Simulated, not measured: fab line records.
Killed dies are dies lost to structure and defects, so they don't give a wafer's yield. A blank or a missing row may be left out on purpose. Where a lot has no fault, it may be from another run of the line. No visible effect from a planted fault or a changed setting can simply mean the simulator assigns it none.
fab line records -- flow sfqLine
[record] lots = 6, wafers = 18, lastDay = 92
route steps=325 shown INCOMING@1 L0@3
lots that met no fault: from a run of the same line without faults
startH: start of the lot's first displayed wafer, in hours after the record's first day -- waitH: hours from the lot's prior step to this one -- " the same as in the row above -- L1.1+2: several wafers, shown together as one row -- - no value, or no start given -- * or withheld: withheld -- < > ~ a bound
route shown NAME@n: names a module that has steps shown in the file, with the first one's number in the route -- usual: average and standard deviation across the fault-free wafers -- same: alike in all rows -- chamber/n: place in a boat -- sites: the reading at each site -- _std_site: the standard deviation of these -- _edge_site: outer sites' mean less inner sites' -- radiusMm: how far each site lies from the wafer's centre -- mask NAME#n: copy n -- behind: the most recent tool/chamber to have shaped the wafer -- hold: why the lot was held/for how many hours/how that ended -- device: whichever transistor did not switch (one of n, p or np) -- end of line: at the end of the route, the tests of the same wafers -- a step with no rows: only its recipe -- killed: not the wafer's yield, but the dies lost to structure and defects at the first sort -- map: per-die view of a wafer (x killed, . not killed, _ where there is no die)
set.NAME: setting as actually run; set.NAME@STEP: the setting as run at that earlier step -- model.NAME: the simulator's own value behind a step, which no gauge read
certain route steps with their lots: each step a table, each wafer a row
services: from which hour (startH, from the record's first day; less than 0 if before it) a tool's chamber was out of use, for how many hours, and why
[[steps]]
[step SFQ_INCOMING_BOW_MEAS_900]
[recipe] mode = bow
[usual] INCOMING_BOW = 1/5.8
lot.wafer,tool,chamber,startH,waitH,INCOMING_BOW[um]
L688.2,filmMetro-03,-,20.02,-,6
L688.3,filmMetro-03,-,20.02,-,-3
L688.6,filmMetro-03,-,20.02,-,2
L699.1,filmMetro-01,-,75.00,-,-7
L699.2,filmMetro-01,-,75.00,-,1
L699.6,filmMetro-01,-,75.00,-,-4
L702.1,filmMetro-03,-,90.00,-,2
L702.4,filmMetro-03,-,90.00,-,-1
L702.5,filmMetro-03,-,90.00,-,-5
L703.2,filmMetro-04,-,95.02,-,2
L703.3,filmMetro-04,-,95.02,-,-1
L703.6,filmMetro-04,-,95.02,-,-4
L705.1,filmMetro-01,-,105.00,-,5
L705.3,filmMetro-01,-,105.00,-,3
L705.4,filmMetro-01,-,105.00,-,-6
L708.1,filmMetro-01,-,120.00,-,-4
L708.2,filmMetro-01,-,120.00,-,5
L708.6,filmMetro-01,-,120.00,-,3
[step SFQ_TRILAYER_INCOMING_OXIDATION_002]
[recipe] tempC = 1000, ambient = H2O, targetThkA = 5000, pH2oTorr = 720, oxTimeS = 4939
[step SFQ_TRILAYER_L0_DEP_SPUTTER_003]
[recipe] material = MoNx_KI, basePressurePa = 1.33e-06, targetThkNm = 40, powerW = 800, timeS = 100, chamberPressurePa = 0.4
[usual] throttleValvePct = 30.1/1.1
lot.wafer,tool,chamber,startH,waitH,throttleValvePct
L688.2,pvdSputter-06,-,22.49,0.0,28.8
L688.3,pvdSputter-06,-,22.49,0.0,28.9
L688.6,pvdSputter-06,-,22.49,0.0,28.6
L699.1,pvdSputter-03,-,77.49,0.0,30.7
L699.2,pvdSputter-03,-,77.49,0.0,28.8
L699.6,pvdSputter-03,-,77.49,0.0,31.8
L702.1,pvdSputter-04,-,92.49,0.0,31.1
L702.4,pvdSputter-04,-,92.49,0.0,31.1
L702.5,pvdSputter-04,-,92.49,0.0,31.3
L703.2,pvdSputter-06,-,97.49,0.0,30.4
L703.3,pvdSputter-06,-,97.49,0.0,31.5
L703.6,pvdSputter-06,-,97.49,0.0,30.1
L705.1,pvdSputter-04,-,107.49,0.0,31.0
L705.3,pvdSputter-04,-,107.49,0.0,29.3
L705.4,pvdSputter-04,-,107.49,0.0,31.0
L708.1,pvdSputter-03,-,122.49,0.0,29.7
L708.2,pvdSputter-03,-,122.49,0.0,31.8
L708.6,pvdSputter-03,-,122.49,0.0,29.5
[step SFQ_L0_RS_MEAS_901]
[recipe] thkMeasGauge = four-point-probe, reads = MoNx_KI_of_TRILAYER_L0_DEP_SPUTTER_003
[usual] L0_MONX_KI_RS = 43.5/0.4
lot.wafer,tool,chamber,startH,waitH,L0_MONX_KI_RS[ohm/sq]
L688.2,filmMetro-02,-,22.58,0.1,43.8
L688.3,filmMetro-02,-,22.58,0.1,43.9
L688.6,filmMetro-02,-,22.58,0.1,43.8
L699.1,filmMetro-01,-,77.56,0.0,43.1
L699.2,filmMetro-01,-,77.56,0.0,43.2
L699.6,filmMetro-01,-,77.56,0.0,42.8
L702.1,filmMetro-01,-,92.56,0.0,43.3
L702.4,filmMetro-01,-,92.56,0.0,42.6
L702.5,filmMetro-01,-,92.56,0.0,43.6
L703.2,filmMetro-04,-,97.58,0.1,43.9
L703.3,filmMetro-04,-,97.58,0.1,43.6
L703.6,filmMetro-04,-,97.58,0.1,43.8
L705.1,filmMetro-02,-,107.56,0.0,43.4
L705.3,filmMetro-02,-,107.56,0.0,43.6
L705.4,filmMetro-02,-,107.56,0.0,43.1
L708.1,filmMetro-04,-,122.56,0.0,43.6
L708.2,filmMetro-04,-,122.56,0.0,43.2
L708.6,filmMetro-04,-,122.56,0.0,44.1
[step SFQ_L0_THK_MEAS_902]
[recipe] thkMeasGauge = xrf, reads = MoNx_KI_of_TRILAYER_L0_DEP_SPUTTER_003
[usual] L0_MONX_KI_THK = 40.0/0.41
lot.wafer,tool,chamber,startH,waitH,L0_MONX_KI_THK[nm]
L688.2,filmMetro-02,-,22.69,0.1,39.8
L688.3,filmMetro-02,-,22.69,0.1,39.9
L688.6,filmMetro-02,-,22.69,0.1,40.0
L699.1,filmMetro-01,-,77.68,0.1,40.5
L699.2,filmMetro-01,-,77.68,0.1,39.9
L699.6,filmMetro-01,-,77.68,0.1,40.7
L702.1,filmMetro-01,-,92.68,0.1,39.8
L702.4,filmMetro-01,-,92.68,0.1,40.7
L702.5,filmMetro-01,-,92.68,0.1,40.0
L703.2,filmMetro-04,-,97.69,0.1,39.8
L703.3,filmMetro-04,-,97.69,0.1,39.9
L703.6,filmMetro-04,-,97.69,0.1,39.9
L705.1,filmMetro-02,-,107.68,0.1,40.1
L705.3,filmMetro-02,-,107.68,0.1,39.8
L705.4,filmMetro-02,-,107.68,0.1,40.5
L708.1,filmMetro-04,-,122.68,0.1,40.0
L708.2,filmMetro-04,-,122.68,0.1,40.0
L708.6,filmMetro-04,-,122.68,0.1,39.1
[step SFQ_TRILAYER_L0_LITHO_COAT_010]
[recipe] resist = BARC, spinRpm = 3000, resistThkNm = 62
[step SFQ_TRILAYER_L0_LITHO_COAT_005]
[recipe] resist = KrF, spinRpm = 3000, resistThkNm = 600
[usual] resistLineTempC = 22.98/0.11, spinSpeedRpm = 2999.8/1.9
lot.wafer,tool,chamber,startH,waitH,resistLineTempC,spinSpeedRpm,model.KrF_of_TRILAYER_L0_LITHO_COAT_005.thkNm
L688.2,lithoTrack-01,0,23.09,0.2,22.89,2997.4,601.1
L688.3,lithoTrack-01,0,23.09,0.2,23.02,3000.0,601.2
L688.6,lithoTrack-01,0,23.09,0.2,23.03,2998.6,602.9
L699.1,lithoTrack-04,0,78.04,0.2,23.07,3001.9,601.8
L699.2,lithoTrack-04,0,78.04,0.2,22.94,2997.9,601.8
L699.6,lithoTrack-04,0,78.04,0.2,22.87,2998.1,602.2
L702.1,lithoTrack-04,0,93.04,0.2,22.89,2618.3,644.5
L702.4,lithoTrack-04,0,93.04,0.2,23.10,2618.2,644.9
L702.5,lithoTrack-04,0,93.04,0.2,22.94,2620.5,642.8
L703.2,lithoTrack-04,0,98.09,0.2,23.09,2619.5,645.8
L703.3,lithoTrack-04,0,98.09,0.2,22.85,2623.3,645.4
L703.6,lithoTrack-04,0,98.09,0.2,22.87,2623.7,645.2
L705.1,lithoTrack-01,0,108.04,0.2,22.85,3002.8,600.8
L705.3,lithoTrack-01,0,108.04,0.2,23.06,3000.8,600.7
L705.4,lithoTrack-01,0,108.04,0.2,22.81,2999.6,603.3
L708.1,lithoTrack-02,0,123.21,0.2,22.99,2999.3,600.2
L708.2,lithoTrack-02,0,123.21,0.2,22.93,2998.7,601.5
L708.6,lithoTrack-02,0,123.21,0.2,22.93,2997.8,600.7
[step SFQ_TRILAYER_L0_LITHO_SOFTBAKE_009]
[recipe] tempC = withheld, timeS = withheld, resist = KrF
[step SFQ_TRILAYER_L0_LITHO_EXPOSE_006]
[recipe] maskId = L0, na = 0.6, sourceShape = conventional, sigmaOuter = 0.65, targetCdNm = 2000, doseMj = 14.4
[step SFQ_TRILAYER_L0_LITHO_PEB_008]
[recipe] pebTempC = 115, pebTimeS = 60, resist = KrF
[step SFQ_TRILAYER_L0_LITHO_DEVELOP_007]
[recipe] timeS = 60, resist = KrF
[step SFQ_TRILAYER_L0_BARC_OPEN_METAL_ETCH_010]
[recipe] maskMaterial = PR, chemistry = O2, targetDepthNm = 125, target = BARC, icpW = 600, biasW = 80, pressureMtorr = 10, timeS = 41.7
[usual] biasW = 80.02/0.26, drypumpMotorCurrentA = 5.8/0.35, oesProductAu = 0.685/0.0049
lot.wafer,tool,chamber,startH,waitH,biasW,drypumpMotorCurrentA,oesProductAu,rfHoursCounterH
L688.2,rieMetal-02,1,67.78,0.1,79.79,6.3,0.685,167
L688.3,rieMetal-02,1,67.78,0.1,79.89,6.3,0.679,-
L688.6,rieMetal-02,1,67.78,0.1,79.81,6.3,0.688,-
L699.1,rieMetal-02,0,114.51,0.1,79.83,5.5,0.687,98
L699.2,rieMetal-02,1,114.51,0.1,79.65,6.3,0.682,176
L699.6,rieMetal-02,0,114.51,0.1,79.73,5.4,0.695,-
L702.1,rieMetal-01,0,127.71,0.1,80.36,5.5,0.694,15
L702.4,rieMetal-01,1,127.71,0.1,79.76,5.4,0.690,-
L702.5,rieMetal-01,1,127.71,0.1,79.88,5.4,0.685,-
L703.2,rieMetal-02,0,132.51,0.1,80.23,5.5,0.687,102
L703.3,rieMetal-02,1,132.51,0.1,80.05,6.3,0.682,-
L703.6,rieMetal-02,0,132.51,0.1,80.06,5.5,0.685,-
L705.1,rieMetal-04,1,142.11,0.1,80.53,6.2,0.679,133
L705.3,rieMetal-04,0,142.11,0.1,80.10,5.8,0.678,-
L705.4,rieMetal-04,1,142.11,0.1,80.25,6.1,0.685,-
L708.1,rieMetal-04,0,157.71,0.1,80.09,5.8,0.684,170
L708.2,rieMetal-04,1,157.71,0.1,79.95,6.2,0.683,136
L708.6,rieMetal-04,1,157.71,0.1,80.22,6.2,0.693,-
[step SFQ_TRILAYER_L0_ETCH_METAL_ETCH_008]
[recipe] target = MoNx_KI, stopOn = SiO2, maskMaterial = PR, chemistry = SF6/O2, targetDepthNm = 50, icpW = 600, biasW = 80, pressureMtorr = 10, timeS = 25
[usual] biasW = 80.03/0.25, drypumpMotorCurrentA = 5.8/0.35, oesProductAu = 0.873/0.0061
lot.wafer,tool,chamber,startH,waitH,biasW,drypumpMotorCurrentA,oesProductAu,rfHoursCounterH,model.KrF_of_TRILAYER_L0_LITHO_COAT_005.thkNm
L688.2,rieMetal-02,1,67.84,0.0,79.44,6.3,0.871,167,481.8
L688.3,rieMetal-02,1,67.84,0.0,80.12,6.3,0.875,-,482
L688.6,rieMetal-02,1,67.84,0.0,79.84,6.3,0.872,-,483.2
L699.1,rieMetal-02,0,114.57,0.0,79.74,5.5,0.871,98,484.4
L699.2,rieMetal-02,1,114.57,0.0,80.00,6.3,0.872,176,483.7
L699.6,rieMetal-02,0,114.57,0.0,80.21,5.5,0.881,-,484.6
L702.1,rieMetal-01,0,127.77,0.0,79.64,5.5,0.871,15,526
L702.4,rieMetal-01,1,127.77,0.0,80.42,5.5,0.882,-,527.8
L702.5,rieMetal-01,1,127.77,0.0,80.38,5.5,0.866,-,525.5
L703.2,rieMetal-02,0,132.57,0.0,80.07,5.5,0.873,102,528.2
L703.3,rieMetal-02,1,132.57,0.0,80.00,6.3,0.878,-,526.7
L703.6,rieMetal-02,0,132.57,0.0,79.86,5.4,0.871,-,528
L705.1,rieMetal-04,1,142.17,0.0,80.17,6.2,0.870,133,483.8
L705.3,rieMetal-04,0,142.17,0.0,79.66,5.8,0.869,-,483.3
L705.4,rieMetal-04,1,142.17,0.0,80.13,6.1,0.875,-,486
L708.1,rieMetal-04,0,157.77,0.0,79.77,5.8,0.878,170,481.4
L708.2,rieMetal-04,1,157.77,0.0,80.31,6.1,0.877,136,483.9
L708.6,rieMetal-04,1,157.77,0.0,80.31,6.2,0.868,-,482.4
[step SFQ_TRILAYER_L0_STRIP_STRIP_009]
[recipe] gas = O2, powerW = 200, platenTempC = 40, overashFraction = 0.65, chemistry = O2, pressureMtorr = 50
[usual] drypumpMotorCurrentA = 5.8/0.35, oesProductAu = 0.997/0.0079
lot.wafer,tool,chamber,startH,waitH,drypumpMotorCurrentA,oesProductAu,rfHoursCounterH
L688.2,rieMetal-02,1,67.89,0.0,6.3,1.005,167
L688.3,rieMetal-02,1,67.89,0.0,6.3,0.999,-
L688.6,rieMetal-02,1,67.89,0.0,6.3,0.999,-
L699.1,rieMetal-02,0,114.62,0.0,5.4,1.001,98
L699.2,rieMetal-02,1,114.62,0.0,6.3,1.003,176
L699.6,rieMetal-02,0,114.62,0.0,5.5,0.996,-
L702.1,rieMetal-01,0,127.82,0.0,5.5,1.004,15
L702.4,rieMetal-01,1,127.82,0.0,5.4,0.985,-
L702.5,rieMetal-01,1,127.82,0.0,5.4,0.989,-
L703.2,rieMetal-02,0,132.62,0.0,5.4,0.993,102
L703.3,rieMetal-02,1,132.62,0.0,6.3,0.991,-
L703.6,rieMetal-02,0,132.62,0.0,5.5,0.988,-
L705.1,rieMetal-04,1,142.22,0.0,6.1,0.991,133
L705.3,rieMetal-04,0,142.22,0.0,5.8,0.985,-
L705.4,rieMetal-04,1,142.22,0.0,6.1,1.000,-
L708.1,rieMetal-04,0,157.82,0.0,5.8,1.000,170
L708.2,rieMetal-04,1,157.82,0.0,6.1,0.991,136
L708.6,rieMetal-04,1,157.82,0.0,6.1,0.986,-
[[services]]
tool,chamber,startH,hours,kind
rieMetal-01,0,6.15,-,clean
rieMetal-01,0,6.15,-,consumableReplace:focusRing
rieMetal-01,0,6.15,23.1,scheduledDown
rieMetal-01,0,6.15,23.1,ventCycle
pvdSputter-03,2,16.61,-,consumableReplace:kit
pvdSputter-03,2,16.61,18.0,scheduledDown
pvdSputter-03,2,16.61,18.0,ventCycle
rieMetal-02,-,74.25,1.4,pm
rieMetal-04,-,82.32,2.8,pm
pvdSputter-06,3,100.30,-,consumableReplace:kit
pvdSputter-06,3,100.30,18.0,scheduledDown
pvdSputter-06,3,100.30,18.0,ventCycle
rieMetal-01,0,113.52,6.9,repair
rieMetal-04,0,128.13,6.3,repair
pvdSputter-06,-,131.35,2.4,repair
rieMetal-04,-,139.01,0.4,repair
[[key]]
[firstSign] step = SFQ_TRILAYER_L0_LITHO_COAT_005, reading = spinSpeedRpm, direction = down, sigmas = 99+, usual = 2999.8, struck = 2620.6
effect none on later readings
[modelEffect] step = SFQ_TRILAYER_L0_LITHO_COAT_005, value = KrF_of_TRILAYER_L0_LITHO_COAT_005.thkNm, without = 602.7, struck = 644.8
[modelEffect] step = SFQ_TRILAYER_L0_ETCH_METAL_ETCH_008, value = KrF_of_TRILAYER_L0_LITHO_COAT_005.thkNm, without = 484.9, struck = 527
metAt SFQ_TRILAYER_L0_LITHO_COAT_005
struckWafers L702.1,L702.4,L702.5,L703.2,L703.3,L703.6
onsetBetween 78.04 93.04
[fault] kind = processParameterDrift, tool = lithoTrack-04, chamber = -, onsetH = 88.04, steps = SFQ_TRILAYER_L0_LITHO_COAT_005, channel = spinRpm, offset = -378.98, shape = step, endH = 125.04, actsIn = theseRecipesOnly, stated = 3000
